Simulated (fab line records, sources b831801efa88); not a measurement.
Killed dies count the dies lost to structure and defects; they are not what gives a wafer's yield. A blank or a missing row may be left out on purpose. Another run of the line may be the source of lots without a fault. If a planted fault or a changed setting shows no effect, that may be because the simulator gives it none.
fab line records	flow sky130
[record] lots = 12	wafers = 35	last-day = 50
route steps=708 shown LI_CONTACT@374 LOCAL_INTERCONNECT@388 PAD_OPEN@708
lots that met no fault: from a run of the same line without faults
start-h: hours from the record's opening day to when the first of the lot's shown wafers began	wait-h: hours since the lot's step before	" identical to the entry in the row above	L1.1+2: one row covering several wafers at once	- no value, or no start given	* or withheld: withheld	< > ~ a bound
route shown NAME@n: names a module that has steps shown in the file, with the first one's number in the route	usual: mean/standard deviation taken from wafers without a fault	same: alike in all rows	chamber/n: place in a boat	sites: per-site readings	_std_site: standard deviation across them	_edge_site: outer sites' mean less inner sites'	radius-mm: for every site, how far away it sits from the centre of the wafer	mask NAME#n: copy n	behind: the most recent tool/chamber to have shaped the wafer	hold: what put the lot on hold/how long, in hours/how the hold closed	device: which transistor (n, p or np) failed to switch	end of line: the route-end tests of the same wafers	for a step that has no rows: nothing shown but its recipe	killed: not the wafer's yield, but the dies lost to structure and defects at the first sort	map: the dies of a wafer, with x for killed, . for not killed, _ for no die there
set.NAME: setting as actually run; set.NAME@STEP: the setting as run at that earlier step	model.NAME: the simulator's own value behind a step, which no gauge read
the route's steps for a sample of lots (tables are steps, rows are wafers)
services: when a tool's chamber went out of use (start-h, in hours from the record's first day, below 0 if earlier), for how many hours, and the reason
[[steps]]
[step SKY_LI_CONTACT_CD_MEAS_12]
[recipe] target-cd-nm = 170
[usual] cd-nm = 169.8/1.7
lot.wafer	tool	chamber	start-h	wait-h	cd-nm
L581.3	cd-sem-02	-	713.95	-	171.7
L581.4	"	-	"	"	169.3
L581.5	"	-	"	"	170.5
L582.3	cd-sem-02	-	721.02	-	168.9
L582.5	"	-	"	"	168.9
L582.6	"	-	"	"	168.5
L587.1	cd-sem-02	-	754.78	-	169.4
L587.2	"	-	"	"	169.2
L587.3	"	-	"	"	169.5
L589.2	cd-sem-02	-	766.15	-	166.6
L589.5	"	-	"	"	167.5
L589.6	"	-	"	"	167.8
L590.4	cd-sem-02	-	783.26	-	168.8
L590.5	"	-	"	"	169.1
L590.6	"	-	"	"	168.9
L594.1	cd-sem-01	-	807.08	-	173.2
L594.4	"	-	"	"	171.0
L594.6	"	-	"	"	171.6
L595.3	cd-sem-01	-	817.64	-	172.2
L595.5	"	-	"	"	172.4
L595.6	"	-	"	"	172.6
L596.1	cd-sem-01	-	828.30	-	167.5
L596.3	"	-	"	"	168.7
L596.5	"	-	"	"	169.3
L597.2	cd-sem-02	-	838.70	-	174.4
L597.3	"	-	"	"	173.3
L597.5	"	-	"	"	174.2
L599.1	cd-sem-01	-	848.38	-	169.5
L599.2	"	-	"	"	168.6
L599.4	"	-	"	"	168.8
L600.1	cd-sem-01	-	853.83	-	168.1
L600.2	"	-	"	"	167.7
L600.4	"	-	"	"	167.1
L601.3	cd-sem-02	-	854.45	-	171.3
L601.5	"	-	"	"	171.2
[step SKY_LI_CONTACT_SPUTTER_20]
[recipe] material = TiN	target-thk-nm = 20	chamber-pressure-pa = 5	power-w = 4000	time-s = 80
[usual] throttle-valve-pct = 29.8/1
lot.wafer	tool	chamber	start-h	wait-h	throttle-valve-pct
L581.3	pvd-sputter-02	-	714.56	0.0	29.3
L581.4	"	-	"	"	29.2
L581.5	"	-	"	"	29.5
L582.3	pvd-sputter-03	-	721.63	0.0	30.1
L582.5	"	-	"	"	29.8
L582.6	"	-	"	"	30.1
L587.1	pvd-sputter-01	-	755.43	0.0	30.6
L587.2	"	-	"	"	29.8
L587.3	"	-	"	"	30.6
L589.2	pvd-sputter-03	-	766.80	0.0	29.3
L589.5	"	-	"	"	30.2
L589.6	"	-	"	"	26.9
L590.4	pvd-sputter-02	-	783.85	0.0	29.5
L590.5	"	-	"	"	29.2
L590.6	"	-	"	"	29.9
L594.1	pvd-sputter-02	-	807.73	0.0	29.5
L594.4	"	-	"	"	29.5
L594.6	"	-	"	"	30.1
L595.3	pvd-sputter-01	-	818.25	0.0	30.5
L595.5	"	-	"	"	29.8
L595.6	"	-	"	"	31.0
L596.1	pvd-sputter-03	-	828.95	0.0	29.6
L596.3	"	-	"	"	31.6
L596.5	"	-	"	"	31.8
L597.2	pvd-sputter-01	-	839.33	0.0	30.2
L597.3	"	-	"	"	30.6
L597.5	"	-	"	"	30.6
L599.1	pvd-sputter-03	-	849.07	0.0	30.0
L599.2	"	-	"	"	29.6
L599.4	"	-	"	"	27.2
L600.1	pvd-sputter-01	-	854.50	0.0	29.8
L600.2	"	-	"	"	28.8
L600.4	"	-	"	"	30.7
L601.3	pvd-sputter-02	-	855.08	0.0	29.2
L601.5	"	-	"	"	29.9
[step SKY_LOCAL_INTERCONNECT_RS_MEAS_01]
[recipe] thk-meas-gauge = four-point-probe	reads = TiN_of_LOCAL_INTERCONNECT_SPUTTER_00
[usual] LOCAL_INTERCONNECT_TIN_RS = 14.06/0.17
lot.wafer	tool	chamber	start-h	wait-h	LOCAL_INTERCONNECT_TIN_RS[ohm/sq]
L581.3	film-metro-01	-	715.33	0.1	13.96
L581.4	"	-	"	"	13.89
L581.5	"	-	"	"	13.93
L582.3	film-metro-03	-	722.40	0.1	14.00
L582.5	"	-	"	"	13.98
L582.6	"	-	"	"	14.31
L587.1	film-metro-04	-	756.16	0.0	13.92
L587.2	"	-	"	"	14.18
L587.3	"	-	"	"	14.13
L589.2	film-metro-04	-	767.55	0.1	14.05
L589.5	"	-	"	"	14.01
L589.6	"	-	"	"	13.77
L590.4	film-metro-01	-	784.64	0.1	13.71
L590.5	"	-	"	"	13.95
L590.6	"	-	"	"	13.73
L594.1	film-metro-04	-	808.46	0.0	14.19
L594.4	"	-	"	"	14.26
L594.6	"	-	"	"	14.27
L595.3	film-metro-04	-	819.02	0.1	14.17
L595.5	"	-	"	"	14.23
L595.6	"	-	"	"	14.44
L596.1	film-metro-01	-	829.68	0.0	14.03
L596.3	"	-	"	"	14.19
L596.5	"	-	"	"	14.10
L597.2	film-metro-01	-	840.08	0.1	14.59
L597.3	"	-	"	"	14.38
L597.5	"	-	"	"	14.23
L599.1	film-metro-01	-	849.80	0.0	13.99
L599.2	"	-	"	"	14.11
L599.4	"	-	"	"	14.08
L600.1	film-metro-04	-	855.23	0.0	14.10
L600.2	"	-	"	"	14.06
L600.4	"	-	"	"	14.00
L601.3	film-metro-03	-	855.85	0.1	13.99
L601.5	"	-	"	"	13.96
[step SKY_LOCAL_INTERCONNECT_METAL_ETCH_14]
[recipe] target-depth-nm = 110	stop-on = PSG	chemistry = Cl2/BCl3	target = TiN	resist-sidewall-deg = 88	pressure-mtorr = 10	icp-w = 900	bias-w = 48.5	Cl2_flow_sccm = 60	bcl3-flow-sccm = 30	time-s = 31.4
[usual] bcl3-flow-sccm = 30.00/0.088	bias-w = 48.47/0.16	drypump-motor-current-A = 5.3/0.42	oes-product-au = 0.945/0.008	throttle-valve-pct = 21.898/0.009
lot.wafer	tool	chamber	start-h	wait-h	bcl3-flow-sccm	bias-w	drypump-motor-current-A	oes-product-au	rf-hours-counter-h	throttle-valve-pct
L581.3	rie-metal-01	1	742.87	0.0	30.04	48.35	5.1	0.952	-	21.882
L581.4	"	0	"	"	29.99	48.52	5.6	0.952	-	21.897
L581.5	"	1	"	"	30.00	48.33	5.1	0.946	-	21.915
L582.3	rie-metal-02	1	750.30	0.1	29.98	48.55	4.6	0.956	-	21.889
L582.5	"	1	"	"	30.11	48.61	4.7	0.948	-	21.901
L582.6	"	1	"	"	29.84	48.37	4.7	0.932	-	21.923
L587.1	rie-metal-01	1	782.70	0.0	30.04	48.39	5.0	0.952	2	21.899
L587.2	"	0	"	"	29.94	48.56	5.6	0.933	7	21.903
L587.3	"	1	"	"	30.06	48.46	5.0	0.947	-	21.908
L589.2	rie-metal-01	1	794.30	0.0	-	-	-	-	-	-
L589.5	"	1	"	"	-	-	-	-	-	-
L589.6	"	0	"	"	-	-	-	-	-	-
L590.4	rie-metal-03	1	812.07	0.0	-	-	-	-	-	-
L590.5	"	1	"	"	-	-	-	-	-	-
L590.6	"	0	"	"	-	-	-	-	-	-
L594.1	rie-metal-01	1	835.65	0.0	30.00	48.26	5.0	0.943	5	21.900
L594.4	"	0	"	"	30.11	48.57	5.5	0.934	-	21.889
L594.6	"	0	"	"	29.91	48.49	5.5	0.938	-	21.880
L595.3	rie-metal-03	1	846.17	0.0	30.11	48.54	5.2	0.946	-	21.910
L595.5	"	1	"	"	30.04	48.49	5.2	0.942	-	21.906
L595.6	"	0	"	"	30.06	48.50	5.8	0.930	-	21.899
L596.1	rie-metal-03	1	855.92	0.0	30.03	48.73	5.2	0.944	15	21.898
L596.3	"	1	"	"	29.87	48.63	5.2	0.942	-	21.920
L596.5	"	0	"	"	30.03	48.64	5.8	0.943	-	21.904
L597.2	rie-metal-03	1	866.85	0.0	30.11	48.60	5.3	0.917	15	21.906
L597.3	"	0	"	"	30.01	48.68	5.8	0.935	-	21.909
L597.5	"	1	"	"	30.00	48.65	5.3	0.939	-	21.912
L599.1	rie-metal-01	0	876.40	0.0	30.04	48.33	5.6	0.949	11	21.903
L599.2	"	1	"	"	29.92	48.28	5.1	0.948	7	21.898
L599.4	"	0	"	"	30.03	48.35	5.5	0.946	-	21.907
L600.1	rie-metal-03	0	881.65	0.0	30.12	48.25	5.8	0.940	12	21.908
L600.2	"	1	"	"	29.92	48.44	5.2	0.935	16	21.903
L600.4	"	0	"	"	29.91	48.14	5.8	0.948	-	21.901
L601.3	rie-metal-01	0	882.02	0.0	29.90	48.47	5.6	0.945	-	21.903
L601.5	"	1	"	"	29.80	48.36	5.0	0.947	-	21.888
[step SKY_LOCAL_INTERCONNECT_STRIP_15]
[recipe] chemistry = O2/N2	power-w = 1400	pressure-mtorr = 1500	platen-temp-c = withheld	o2-flow-sccm = 3000	n2-flow-sccm = 300	overash-fraction = 0.5
[usual] drypump-motor-current-A = 5.6/0.41	o2-flow-sccm = 3000/8.7	oes-product-au = 0.427/0.0049	strip-time-to-endpoint-s = 4.722/0.021
[same] overash-fraction = 0.5
lot.wafer	tool	chamber	start-h	wait-h	drypump-motor-current-A	o2-flow-sccm	oes-product-au	rf-hours-counter-h	strip-time-to-endpoint-s
L581.3	plasma-asher-03	0	742.93	0.1	5.3	2996	0.423	-	4.724
L581.4	"	1	"	"	5.6	2989	0.424	-	4.731
L581.5	"	0	"	"	5.3	3004	0.420	-	4.727
L582.3	plasma-asher-03	0	750.40	0.1	5.3	3015	0.426	-	4.755
L582.5	"	1	"	"	5.5	2993	0.425	-	4.739
L582.6	"	0	"	"	5.3	3011	0.441	-	4.778
L587.1	plasma-asher-04	1	782.75	0.0	6.3	3013	0.422	100	4.698
L587.2	"	0	"	"	5.1	2989	0.427	100	4.696
L587.3	"	1	"	"	6.4	3010	0.425	-	4.715
L589.2	plasma-asher-03	0	794.35	0.0	5.3	2994	0.446	68	5.196
L589.5	"	1	"	"	5.5	3018	0.445	-	5.200
L589.6	"	0	"	"	5.3	2990	0.455	-	5.182
L590.4	plasma-asher-01	0	812.13	0.1	5.4	3015	0.443	-	5.176
L590.5	"	1	"	"	6.1	2998	0.437	-	5.180
L590.6	"	0	"	"	5.4	3016	0.455	-	5.177
L594.1	plasma-asher-03	0	835.70	0.0	5.3	2996	0.424	73	4.739
L594.4	"	1	"	"	5.5	3002	0.423	-	4.721
L594.6	"	1	"	"	5.6	3006	0.429	-	4.696
L595.3	plasma-asher-01	1	846.23	0.1	6.1	3000	0.417	-	4.705
L595.5	"	0	"	"	5.4	3003	0.427	-	4.714
L595.6	"	1	"	"	6.1	3003	0.424	-	4.710
L596.1	plasma-asher-03	1	855.97	0.0	5.5	3000	0.435	75	4.722
L596.3	"	1	"	"	5.5	3014	0.429	-	4.713
L596.5	"	0	"	"	5.3	3002	0.434	-	4.726
L597.2	plasma-asher-03	0	866.90	0.0	5.3	2986	0.429	76	4.697
L597.3	"	0	"	"	5.3	2988	0.433	-	4.721
L597.5	"	1	"	"	5.5	3001	0.423	-	4.719
L599.1	plasma-asher-04	1	876.45	0.0	6.4	2998	0.416	109	4.714
L599.2	"	0	"	"	5.1	3007	0.424	109	4.746
L599.4	"	1	"	"	6.4	3000	0.422	-	4.722
L600.1	plasma-asher-03	0	881.70	0.0	5.3	3010	0.420	77	4.705
L600.2	"	1	"	"	5.6	2995	0.422	77	4.760
L600.4	"	0	"	"	5.3	2989	0.422	-	4.691
L601.3	plasma-asher-04	0	882.08	0.1	5.1	3000	0.422	-	4.716
L601.5	"	1	"	"	6.4	3003	0.436	-	4.744
[step SKY_PAD_OPEN_PROBE_99]
[usual] killed_at_M0_to_M3 = 44/6.3	killed_at_M4_up = 3.1/1.8	killed-at-contacts = 25/5.1	killed-at-front-end = 15/4.1	killed-at-other = 0.3/0.71	killed-dies = 87/8.8	killed-on-rim = 17/3.7	killed-open = 47/6.8	killed-short = 40/6.7
[same] gross-dies = 492	killed-at-back-side = 0
lot.wafer	tool	chamber	start-h	wait-h	killed_at_M0_to_M3	killed_at_M4_up	killed-at-contacts	killed-at-front-end	killed-at-other	killed-dies	killed-on-rim	killed-open	killed-short
L587.1	prober-02	-	1133.35	0.1	49	4	22	20	1	96	21	53	43
L587.2	prober-02	-	1133.40	0.1	44	1	20	16	0	81	10	33	48
L587.3	prober-02	-	1133.45	0.2	39	1	22	18	0	80	17	54	26
L589.2	prober-01	-	1143.64	0.1	41	2	435	14	0	492	96	32	41
L589.5	prober-01	-	1143.79	0.2	41	5	426	20	0	492	96	51	35
L589.6	prober-01	-	1143.84	0.2	50	1	425	16	0	492	96	45	50
L590.4	prober-02	-	1155.00	0.2	38	2	437	15	0	492	96	51	26
L590.5	prober-02	-	1155.05	0.2	50	2	426	14	0	492	96	53	50
L590.6	prober-02	-	1155.10	0.2	43	5	432	11	1	492	96	43	48
L596.1	prober-02	-	1186.05	0.1	50	2	32	19	0	103	19	53	46
L596.3	prober-02	-	1186.15	0.2	43	3	18	16	0	80	14	55	25
L596.5	prober-02	-	1186.25	0.2	49	4	28	16	0	97	13	58	39
// killed by level:class
L587.1 VIA1:geometric-particle:open=11 LI_CONTACT:geometric-particle:open=8 VIA3:geometric-particle:open=8 FIELD_ISO:geometric-particle:short=7 CONTACT:geometric-particle:open=7 CONTACT:geometric-particle:short=6 VIA1:geometric-particle:short=6 METAL1:geometric-particle:short=5
L587.2 LOCAL_INTERCONNECT:geometric-particle:short=8 VIA1:geometric-particle:open=8 METAL1:geometric-particle:short=7 VIA3:geometric-particle:short=6 VIA3:geometric-particle:open=6 FIELD_ISO:geometric-particle:short=5 POLY_GATE:geometric-particle:short=5 LI_CONTACT:geometric-particle:short=4
L587.3 VIA3:geometric-particle:open=10 CONTACT:geometric-particle:open=10 VIA1:geometric-particle:open=9 FIELD_ISO:geometric-particle:open=6 POLY_GATE:geometric-particle:open=5 CONTACT:geometric-particle:short=5 VIA2:geometric-particle:open=5 LI_CONTACT:geometric-particle:open=4
L589.2 LOCAL_INTERCONNECT:area-etch=419 VIA1:geometric-particle:open=10 VIA1:geometric-particle:short=7 CONTACT:geometric-particle:open=6 FIELD_ISO:geometric-particle:short=5 METAL1:geometric-particle:short=5 VIA2:geometric-particle:open=5 FIELD_ISO:geometric-particle:open=4
L589.5 LOCAL_INTERCONNECT:area-etch=406 VIA1:geometric-particle:open=15 CONTACT:geometric-particle:open=9 METAL1:geometric-particle:short=7 LI_CONTACT:geometric-particle:open=6 FIELD_ISO:geometric-particle:open=5 CONTACT:geometric-particle:short=5 VIA1:geometric-particle:short=5
L589.6 LOCAL_INTERCONNECT:area-etch=397 METAL2:geometric-particle:short=10 CONTACT:geometric-particle:open=9 FIELD_ISO:geometric-particle:short=8 LI_CONTACT:geometric-particle:open=7 METAL1:geometric-particle:short=7 VIA1:geometric-particle:open=6 VIA3:geometric-particle:open=6
L590.4 LOCAL_INTERCONNECT:area-etch=415 VIA1:geometric-particle:open=13 CONTACT:geometric-particle:open=9 LI_CONTACT:geometric-particle:open=8 VIA2:geometric-particle:open=7 FIELD_ISO:geometric-particle:short=6 VIA1:geometric-particle:short=6 FIELD_ISO:geometric-particle:open=5
L590.5 LOCAL_INTERCONNECT:area-etch=389 CONTACT:geometric-particle:open=12 LI_CONTACT:geometric-particle:open=9 VIA1:geometric-particle:short=9 VIA1:geometric-particle:open=9 CONTACT:geometric-particle:short=8 VIA2:geometric-particle:open=7 LOCAL_INTERCONNECT:geometric-particle:short=6
L590.6 LOCAL_INTERCONNECT:area-etch=401 CONTACT:geometric-particle:open=12 VIA1:geometric-particle:open=11 METAL1:geometric-particle:short=9 LI_CONTACT:geometric-particle:short=6 LOCAL_INTERCONNECT:geometric-particle:short=5 METAL2:geometric-particle:short=5 FIELD_ISO:geometric-particle:open=4
L596.1 CONTACT:geometric-particle:open=13 VIA1:geometric-particle:open=13 CONTACT:geometric-particle:short=10 VIA2:geometric-particle:open=7 LI_CONTACT:geometric-particle:open=5 VIA3:geometric-particle:open=5 METAL1:geometric-particle:short=5 VIA3:geometric-particle:short=5
L596.3 VIA1:geometric-particle:open=12 VIA3:geometric-particle:open=11 CONTACT:geometric-particle:open=7 VIA2:geometric-particle:open=6 LI_CONTACT:geometric-particle:open=5 POLY_GATE:geometric-particle:short=4 POLY_GATE:geometric-particle:open=4 FIELD_ISO:geometric-particle:open=3
L596.5 VIA1:geometric-particle:open=13 LI_CONTACT:geometric-particle:open=11 CONTACT:geometric-particle:open=8 VIA2:geometric-particle:open=6 VIA3:geometric-particle:open=6 METAL1:geometric-particle:short=5 METAL2:geometric-particle:short=5 FIELD_ISO:geometric-particle:short=4
[[services]]
tool	chamber	start-h	hours	kind
rie-metal-01	1	691.71	-	clean
rie-metal-01	1	691.71	29.4	scheduled-down
rie-metal-01	1	691.71	29.4	vent-cycle
rie-metal-02	1	693.50	-	clean
rie-metal-02	1	693.50	20.0	scheduled-down
rie-metal-02	1	693.50	20.0	vent-cycle
plasma-asher-03	-	701.90	4.3	pm
plasma-asher-01	-	705.87	4.0	repair
pvd-sputter-03	2	707.06	-	consumable-replace:kit
pvd-sputter-03	2	707.06	18.0	scheduled-down
pvd-sputter-03	2	707.06	18.0	vent-cycle
rie-metal-02	-	714.61	2.8	pm
rie-metal-02	0	731.59	3.6	repair
rie-metal-02	0	746.36	12.7	repair
pvd-sputter-03	-	752.70	2.8	repair
rie-metal-03	-	787.59	2.8	pm
pvd-sputter-02	1	799.43	-	consumable-replace:kit
pvd-sputter-02	1	799.43	18.0	scheduled-down
pvd-sputter-02	1	799.43	18.0	vent-cycle
plasma-asher-03	-	817.15	2.2	repair
pvd-sputter-02	-	820.10	6.1	repair
plasma-asher-01	-	825.64	5.8	repair
plasma-asher-04	-	868.70	3.2	repair
pvd-sputter-02	-	872.50	2.2	repair
[[key]]
[first-sign] step = SKY_LOCAL_INTERCONNECT_METAL_ETCH_14	reading = tool-record	direction = missing
[effect] step = SKY_LOCAL_INTERCONNECT_STRIP_15	reading = strip-time-to-endpoint-s	direction = up	sigmas = 22	usual = *	struck = *
[effect] step = SKY_PAD_OPEN_PROBE_99	reading = killed-at-contacts	direction = up	sigmas = 80	usual = 25	struck = 430
[more-kills-born-at] SKY_LOCAL_INTERCONNECT_METAL_ETCH_14@rie-metal-01 = 1222	SKY_LOCAL_INTERCONNECT_METAL_ETCH_14@rie-metal-03 = 1205
met-at SKY_LOCAL_INTERCONNECT_METAL_ETCH_14
struck-lots L589,L590
later-rows-left-out L589.2,L589.5,L589.6,L590.4,L590.5,L590.6
tester-left-out L589,L590
not-acting-at SKY_LI_CONTACT_CD_MEAS_12,SKY_LI_CONTACT_SPUTTER_20,SKY_LOCAL_INTERCONNECT_RS_MEAS_01
onset-between 782.70 794.30
[fault] kind = skipped-step-whole	tool = rie-metal-01,rie-metal-03	chamber = -	onset-h = 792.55	steps = SKY_LOCAL_INTERCONNECT_METAL_ETCH_14	scope = struck-lots-only
// tester-left-out: of these lots the tester's yield and bins aren't shown, on N5 and GAA mostly nor the transistor test; their killed dies are dies lost to structure and defects alone, not to doping, threshold or leakage, so they don't give the yield
// later-rows-left-out: the simulator's readings of these wafers behind a module that went badly wrong aren't trusted and aren't shown, but for the sort
